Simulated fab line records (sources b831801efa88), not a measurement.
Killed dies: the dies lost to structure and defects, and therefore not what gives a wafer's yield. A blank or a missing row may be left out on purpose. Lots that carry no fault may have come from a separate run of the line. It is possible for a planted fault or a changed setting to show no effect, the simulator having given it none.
Problem report, 8D (eight disciplines) form, completed by code	flow gf180mcu	the parts of the form that need people (team, actions taken, sign-off) are left out

1. WHAT WENT WRONG
CONTACT_W_RS at GF_CONTACT_RS_MEAS_25 reads a mean of 0.342 ohm/sq on 3 wafers of 2 lots; wafers without a fault read 0.384 ohm/sq with a standard deviation of 0.0036. That is -12 standard deviations from the usual mean.
The step: measures by four-point-probe.
Earliest sighting: wafer L127.2 on film-metro-02 at day 22 04:02. Wafers with a number at this step in the record: 39, from 13 lots. By rule, "out" or "out of limits" means more than 4 standard deviations away from the usual mean. All remaining wafers that have a number are taken as sound.

2. WHAT IT IS, AND WHAT IT ISN'T
question	is	is not
which readings at this step	CONTACT_W_RS	-
which lots	L127, L129	L112, L114, L115, L118, L120, L121, L122, L124, L125, L131, L135
which wafers of those lots	L127.2, L127.6, L129.6	L127.5, L129.4, L129.5
read on which gauges	film-metro-02	film-metro-03, film-metro-04
when	from day 22 04:02	up to then (28 sound wafers); but 8 sound wafers of L129, L131, L135 came after

3. WHAT RULES OUT EACH SUSPECT
Counting: if a tool at a process step up to the reading ran every lot that is out, it stays a suspect. Sound lots after the first of them don't rule it out here, since some wafers of a struck lot are sound.
- the gauge at GF_CONTACT_RS_MEAS_25: kept. All the wafers that are out were read on film-metro-02, and no step on other tools shows them out.
- cvd-w-02 at GF_CONTACT_CVD_24 (deposits W, target thk 300 nm, time 90.339 s): kept. It ran every lot that is out, first L127 (day 22 03:55); its last sound lot up to then is L125 (day 21 00:07).
Left after counting: cvd-w-02 at GF_CONTACT_CVD_24, film-metro-02 at GF_CONTACT_RS_MEAS_25.

4. THE CAUSE (what the simulator had put in)
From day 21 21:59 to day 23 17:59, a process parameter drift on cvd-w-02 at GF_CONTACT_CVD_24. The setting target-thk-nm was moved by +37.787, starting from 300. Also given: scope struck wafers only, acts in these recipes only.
This tool is one of the 2 suspects left after counting.

5. THE EFFECT CHAIN, in route order
Rows list readings where the struck wafers' mean (over those with a number) sits beyond 3 standard deviations from the usual. Only readings for which the record gives a usual standard deviation are gone through. hours: the time from each lot's start at the first step in this table that gives one to its start at this step, as a median over the lots. sigmas: the change in usual standard deviations.
hours	step	reading	usual	on struck wafers	change	sigmas
0	GF_CONTACT_RS_MEAS_25	CONTACT_W_RS	0.384 ohm/sq	0.342	-0.042	-12
0	GF_CONTACT_THK_MEAS_26	CONTACT_W_THK	300 nm	337	+37	+9.3

6. WHAT WOULD HAVE CAUGHT IT SOONER
Counted from the fault's start at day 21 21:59, it took 6 hours until the first out-of-limits reading at a measuring or inspecting step in this record, taken at day 22 04:02.
An alarm limit of 4 standard deviations would not have fired on the tool readings at GF_CONTACT_CVD_24 for which the record gives a usual standard deviation, since none of them was out on any struck wafer.
Among the 2 lots that are out, L129 began GF_CONTACT_CVD_24 on cvd-w-02 after day 22 04:02. A hold on the tool at that time would have spared it.
